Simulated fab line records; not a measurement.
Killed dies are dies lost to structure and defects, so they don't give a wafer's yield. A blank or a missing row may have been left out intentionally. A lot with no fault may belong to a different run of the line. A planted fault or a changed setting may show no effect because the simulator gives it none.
Tool commonality check | flow gf180mcu | Lots sampled 14, wafers sampled 42

## WHAT PROMPTED THE OPENING
2 of 14 lots carry a flag on the reading MVSD_RS at GF_VT_IMPLANT_RS_MEAS_46. Wafers without a fault read 456.6 ohm/sq, standard deviation 1.1.
Rule: a lot is flagged in two cases, either no wafer of it has a number, or all its wafers with numbers fall more than 4 standard deviations from that mean. The other lots count as sound.

lot  | measured     | on            | MVSD_RS (ohm/sq), wafer by wafer | flag
L203 | day 7 13:43  | film-metro-03 | 457.6 458.3 455.8                |
L205 | day 8 01:51  | film-metro-04 | 456.2 453.7 455.6                |
L206 | day 8 09:31  | film-metro-04 | 454.9 455.6 455.2                |
L207 | day 8 15:44  | film-metro-01 | 455.8 456.3 456.4                |
L208 | day 8 22:44  | film-metro-01 | 456.6 458.1 456.3                |
L211 | day 9 19:37  | film-metro-01 | 456.5 457.7 455.4                |
L212 | day 10 01:45 | film-metro-03 | 459.0 457.2 456.9                |
L214 | day 10 18:14 | film-metro-03 | 456.1 457.2 459.2                |
L215 | day 10 22:37 | film-metro-03 | 451.0 451.3 451.3                | FLAGGED
L217 | day 11 09:30 | film-metro-01 | 456.3 457.1 457.7                |
L220 | day 12 06:27 | film-metro-03 | 450.2 451.6 450.5                | FLAGGED
L224 | day 13 04:29 | film-metro-03 | 456.0 457.5 456.7                |
L225 | day 13 12:40 | film-metro-01 | 454.8 455.5 454.7                |
L226 | day 13 19:32 | film-metro-01 | 455.8 455.6 455.2                |
The numbers of the flagged lots are 451.0 ohm/sq on average: -5.6 ohm/sq against the usual, or -5 standard deviations.

## EACH LOT AND THE TOOL IT RAN ON
The record holds 1 process step before the reading, out of a route of 602 steps. In each cell: the tool, then ch and the chambers that the sampled wafers went through, then the start.
lot  | flag    | GF_MVSD_IMPLANT_09
L203 |         | implanter-02 ch 0, day 4 10:10
L205 |         | implanter-02 ch 0, day 4 20:59
L206 |         | implanter-04 ch 0, day 5 02:52
L207 |         | implanter-02 ch 0, day 5 08:18
L208 |         | implanter-03 ch 0, day 5 15:47
L211 |         | implanter-03 ch 0, day 6 07:58
L212 |         | implanter-02 ch 0, day 6 15:33
L214 |         | implanter-03 ch 0, day 7 05:22
L215 | FLAGGED | implanter-03 ch 0, day 7 09:46
L217 |         | implanter-04 ch 0, day 7 19:34
L220 | FLAGGED | implanter-03 ch 0, day 8 15:03
L224 |         | implanter-02 ch 0, day 9 11:59
L225 |         | implanter-02 ch 0, day 9 18:16
L226 |         | implanter-04 ch 0, day 10 00:36
What is done by these steps:
- GF_MVSD_IMPLANT_09
- GF_VT_IMPLANT_RS_MEAS_46: measures by four-point-probe.

## FLAGGED OVER TOTAL, TOOL BY TOOL (the gauges that took the reading come last)
step                     | tool          | lots run | flagged | share of the flagged lots | sound lots run after its first flagged lot
GF_MVSD_IMPLANT_09       | implanter-02  | 6        | 0       | none                      | -
GF_MVSD_IMPLANT_09       | implanter-03  | 5        | 2       | all                       | 0
GF_MVSD_IMPLANT_09       | implanter-04  | 3        | 0       | none                      | -
GF_VT_IMPLANT_RS_MEAS_46 | film-metro-01 | 6        | 0       | none                      | -
GF_VT_IMPLANT_RS_MEAS_46 | film-metro-03 | 6        | 2       | all                       | 1 (L224)
GF_VT_IMPLANT_RS_MEAS_46 | film-metro-04 | 2        | 0       | none                      | -

## WHAT IS ALLOWED BY THE TABLE
Table rows that saw every flagged lot: 2, namely implanter-03 at GF_MVSD_IMPLANT_09 and film-metro-03 at GF_VT_IMPLANT_RS_MEAS_46.
- implanter-03 at GF_MVSD_IMPLANT_09 ran 5 lots, 2 of them flagged. Last sound lot L214 at day 7 05:22, first flagged lot L215 at day 7 09:46; a fault beginning in between fits. Its own readings lie more than 4 standard deviations out on every wafer of the flagged lots: dose-ions-cm2, faraday-current-uA.
- film-metro-03 at GF_VT_IMPLANT_RS_MEAS_46 ran 6 lots, 2 of them flagged. Sound lots ran on it after the first flagged one (L224), which a lasting fault on the whole tool wouldn't allow.
implanter-03 at GF_MVSD_IMPLANT_09 is the single tool remaining.

## WHAT WAS PUT IN BY THE SIMULATOR
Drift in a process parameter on implanter-03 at GF_MVSD_IMPLANT_09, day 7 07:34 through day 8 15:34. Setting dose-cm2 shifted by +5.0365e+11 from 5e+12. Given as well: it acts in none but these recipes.
Lots struck among those shown: L215, L220. This agrees with what the rule above found.
